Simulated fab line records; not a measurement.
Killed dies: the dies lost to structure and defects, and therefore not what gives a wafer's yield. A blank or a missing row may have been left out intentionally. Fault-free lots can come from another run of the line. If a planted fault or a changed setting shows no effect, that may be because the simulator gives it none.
Chamber matching    flow sky130    4 sister chambers for SKY_CONTACT_ETCH_17 on rie diel-02
The step etches SiO2 in C4F8/O2/Ar, stops on Si3N4, target depth 340 nm. 7 wafers are shown with their chamber, then 7 later ones without.

## WAFERS PAIRED WITH THEIR CHAMBERS
wafer   chamber  oes product au (a.u.)
L798.1  1        0.892
L801.3  3        0.885
L807.1  1        0.896
L807.2  0        0.893
L807.6  0        0.896
L814.2  3        0.893
L814.4  2        0.904

## WAFERS WITHOUT THEIR CHAMBER
wafer   oes product au (a.u.)
L814.6  0.897
L815.1  0.897
L815.4  0.890
L815.6  0.893
L816.1  0.896
L816.2  0.890
L816.6  0.895

## THE CHAMBER EACH PASSED THROUGH
wafer   from the rows above                in truth
L814.6  can't be placed: 0 or 1 or 2 or 3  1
L815.1  can't be placed: 0 or 1 or 2 or 3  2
L815.4  can't be placed: 3 or 1 or 0       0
L815.6  can't be placed: 1 or 0 or 3       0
L816.1  can't be placed: 0 or 1 or 3 or 2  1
L816.2  can't be placed: 3 or 1 or 0       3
L816.6  can't be placed: 0 or 1 or 3       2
0 of 7 placed correctly. Can't be placed from these rows: 7 (the true chamber is among the candidates in 6). Number placed wrongly: 0.
How it was worked out, from the rows above alone: a wafer's distance from a chamber is the root of the sum, over the readings, of the square of ((its reading less the chamber's mean) divided by the reading's scatter). The wafer belongs to the nearest chamber; if the next one is less than 2 further off, it can't be placed. The mean given for a chamber averages the wafers shown for that chamber. How the scatter is found: for the shown wafers, subtract from each reading the mean of its chamber, square and add these, divide the total by (wafers less chambers), then take the root.
